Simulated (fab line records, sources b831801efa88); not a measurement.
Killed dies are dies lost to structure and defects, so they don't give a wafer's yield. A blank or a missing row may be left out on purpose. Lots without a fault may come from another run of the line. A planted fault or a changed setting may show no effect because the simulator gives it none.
Which tool did it? | flow gf180mcu | 10 lots, 30 wafers sampled, at 2 steps of a route of 602

WHAT THE GAUGES READ, wafer by wafer
GF_NSD_CD_MEAS_07: target cd 400 nm. Usual: cd_nm 400.2 nm, standard deviation 2.8.
lot  | measured     | on        | cd_nm (nm)        | flag
L128 | day 14 02:19 | cd_sem-01 | 401.2 399.8 402.3 |
L129 | day 14 07:43 | cd_sem-01 | 401.0 402.6 405.3 |
L130 | day 14 15:28 | cd_sem-01 | 401.7 401.8 400.1 |
L138 | day 17 10:19 | cd_sem-01 | 398.1 400.9 399.8 |
L139 | day 18 01:20 | cd_sem-01 | 399.1 399.0 400.6 |
L141 | day 18 14:46 | cd_sem-02 | 399.9 399.8 400.8 |
L142 | day 18 21:47 | cd_sem-01 | 396.2 396.2 395.2 |
L143 | day 19 03:34 | cd_sem-01 | 396.6 395.6 397.1 |
L146 | day 20 04:28 | cd_sem-01 | 399.1 396.0 395.9 |
L149 | day 21 09:13 | cd_sem-01 | 402.4 402.7 402.1 |

WHICH TOOL RAN EACH LOT (tool, then ch and the chambers of the sampled wafers, then the start)
lot  | GF_HV_LDD_STRIP_49
L128 | plasma_asher-04 ch 0,1, day 13 02:40
L129 | plasma_asher-03 ch 0,1, day 13 08:26
L130 | plasma_asher-04 ch 1, day 13 15:40
L138 | plasma_asher-02 ch 0,1, day 16 09:30
L139 | plasma_asher-03 ch 0,1, day 16 23:07
L141 | plasma_asher-04 ch 0,1, day 17 12:38
L142 | plasma_asher-04 ch 0,1, day 17 19:01
L143 | plasma_asher-04 ch 0, day 18 00:19
L146 | plasma_asher-02 ch 0,1, day 19 00:34
L149 | plasma_asher-04 ch 0,1, day 20 04:26
- GF_HV_LDD_STRIP_49: strips in O2/N2.

WHAT THE TOOLS THEMSELVES READ (means of the sampled wafers that have a number; where no wafer has one, the mark that the record gives instead)
GF_HV_LDD_STRIP_49. Usual: chamber_pressure_mTorr 1500.1 mTorr, standard deviation 1.4; drypump_motor_current_A 5.39 A, standard deviation 0.29; heater_power_w 315 W, standard deviation 23; oes_product_au 0.716 a.u., standard deviation 0.0041; platen_temp_c 250.01 C, standard deviation 0.18; strip_time_to_endpoint_s 12.618 s, standard deviation 0.03.
lot  | tool            | chamber_pressure_mTorr (mTorr) | drypump_motor_current_A (A) | heater_power_w (W) | oes_product_au (a.u.) | platen_temp_c (C) | strip_time_to_endpoint_s (s) | flag
L128 | plasma_asher-04 | 1501.0                         | 5.54                        | 300                | 0.715                 | 250.07            | 12.592                       |
L129 | plasma_asher-03 | 1501.0                         | 5.22                        | 329                | 0.716                 | 250.07            | 12.597                       |
L130 | plasma_asher-04 | 1500.2                         | 5.26                        | 280                | 0.715                 | 250.01            | 12.668                       |
L138 | plasma_asher-02 | 1501.1                         | 5.95                        | 336                | 0.714                 | 249.94            | 12.594                       |
L139 | plasma_asher-03 | 1501.6                         | 5.16                        | 312                | 0.717                 | 249.97            | 12.654                       |
L141 | plasma_asher-04 | 1500.2                         | 5.41                        | 282                | 0.717                 | 250.14            | 12.638                       |
L142 | plasma_asher-04 | 1500.2                         | 5.43                        | 286                | 0.716                 | 250.06            | 12.649                       |
L143 | plasma_asher-04 | 1500.2                         | 5.68                        | 306                | 0.718                 | 250.02            | 12.612                       |
L146 | plasma_asher-02 | 1500.5                         | 5.96                        | 338                | 0.717                 | 249.97            | 12.568                       |
L149 | plasma_asher-04 | 1498.9                         | 5.41                        | 300                | 0.715                 | 250.09            | 12.650                       |

THE ANSWER, worked out from the rows above alone
Rule: a lot is off if the mean of its wafers that have a number lies more than 3 standard deviations from the usual mean. A lot without any number at a reading at which 4 lots or more have one is off too. The other lots that the step has rows for count as sound. The gauges are gone through in route order, then the tools' own readings, and for those a lot's mean is taken as printed above. The first step at which some lot is off is used, and at that step the reading that is off furthest; a lot without a number counts as furthest.
No lot is off at any reading shown: from this, nothing can be told.

WHAT THE SIMULATOR HAD PUT IN
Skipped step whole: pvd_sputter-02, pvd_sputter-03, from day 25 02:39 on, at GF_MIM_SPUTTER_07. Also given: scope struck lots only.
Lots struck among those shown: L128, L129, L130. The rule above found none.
